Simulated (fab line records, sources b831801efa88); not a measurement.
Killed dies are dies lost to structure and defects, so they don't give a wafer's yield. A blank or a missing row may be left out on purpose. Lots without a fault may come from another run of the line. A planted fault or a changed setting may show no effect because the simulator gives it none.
Problem report in the 8D (eight disciplines) form, filled by code | flow gf180mcu | the parts of the form that need people (team, actions taken, sign-off) are left out

1. THE PROBLEM
bias_w at GF_M4_METAL_ETCH_16 reads a mean of 135.0 W on 5 wafers of 3 lots; wafers without a fault read 140.0 W with a standard deviation of 0.38. That is -13 standard deviations from the usual mean.
The step: etches the open film in Cl2/BCl3, stops on SiO2, target depth 627.5 nm, time 104.6 s.
First seen on wafer L384.3, day 29 05:07, on rie_metal-04. The record holds 39 wafers of 13 lots with a number at this step. Rule for "out", or "out of limits": more than 4 standard deviations from the usual mean. The other wafers with a number count as sound.

2. WHAT IT IS AND WHAT IT IS NOT
question                    | is                                     | is not
which readings at this step | bias_w                                 | drypump_motor_current_A, oes_product_au, throttle_valve_pct
which lots                  | L384, L386, L387                       | L368, L370, L372, L373, L374, L375, L376, L388, L390, L391
which wafers of those lots  | L384.3, L386.2, L386.4, L387.2, L387.5 | L384.1, L384.6, L386.1, L387.1
read on which tools         | rie_metal-04                           | rie_metal-02, rie_metal-03
when                        | from day 29 05:07                      | up to then (23 sound wafers); but 11 sound wafers of L386, L387, L388, L390, L391 came after

3. SUSPECTS, AND WHAT RULES EACH OUT
Counting: a tool at a process step up to the reading stays a suspect if it ran every lot that is out. Sound lots after the first of them don't rule it out here, since some wafers of a struck lot are sound.
- rie_metal-04 at GF_M4_METAL_ETCH_16 (etches the open film in Cl2/BCl3, stops on SiO2, target depth 627.5 nm, time 104.6 s): kept. It ran every lot that is out, first L384 (day 29 05:07); its last sound lot up to then is L376 (day 26 22:17). Its own readings are out on those wafers: bias_w.
- Within rie_metal-04 at GF_M4_METAL_ETCH_16: the wafers that are out ran in chamber 1; their sound lot-mates ran in chamber 0.
Left after counting: rie_metal-04 at GF_M4_METAL_ETCH_16.

4. THE CAUSE (what the simulator had put in)
Process parameter drift: rie_metal-04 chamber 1, from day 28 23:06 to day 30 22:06, at GF_M4_METAL_ETCH_16. Setting bias_w, moved by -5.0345, from 140. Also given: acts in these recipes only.
Counting left only this tool.

5. THE CHAIN OF EFFECTS, in route order
Each row: a reading whose mean over the struck wafers that have a number lies more than 3 standard deviations from the usual. Only readings for which the record gives a usual standard deviation are gone through. hours: the time from each lot's start at the first step in this table that gives one to its start at this step, as a median over the lots. sigmas: the change in usual standard deviations.
hours | step                | reading | usual   | on struck wafers | change | sigmas
0     | GF_M4_METAL_ETCH_16 | bias_w  | 140.0 W | 135.0            | -5.0   | -13
The process steps in it:
- GF_M4_METAL_ETCH_16: etches the open film in Cl2/BCl3, stops on SiO2, target depth 627.5 nm, time 104.6 s.
Later measuring or inspecting steps at which every struck wafer that the step has a row for has a number for every such reading, and none has moved that far: GF_V4_THK_MEAS_01.

6. WHAT WOULD HAVE CAUGHT IT SOONER
In this record the first reading out of limits was taken at day 29 05:07, 6 hours after the fault began at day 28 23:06.
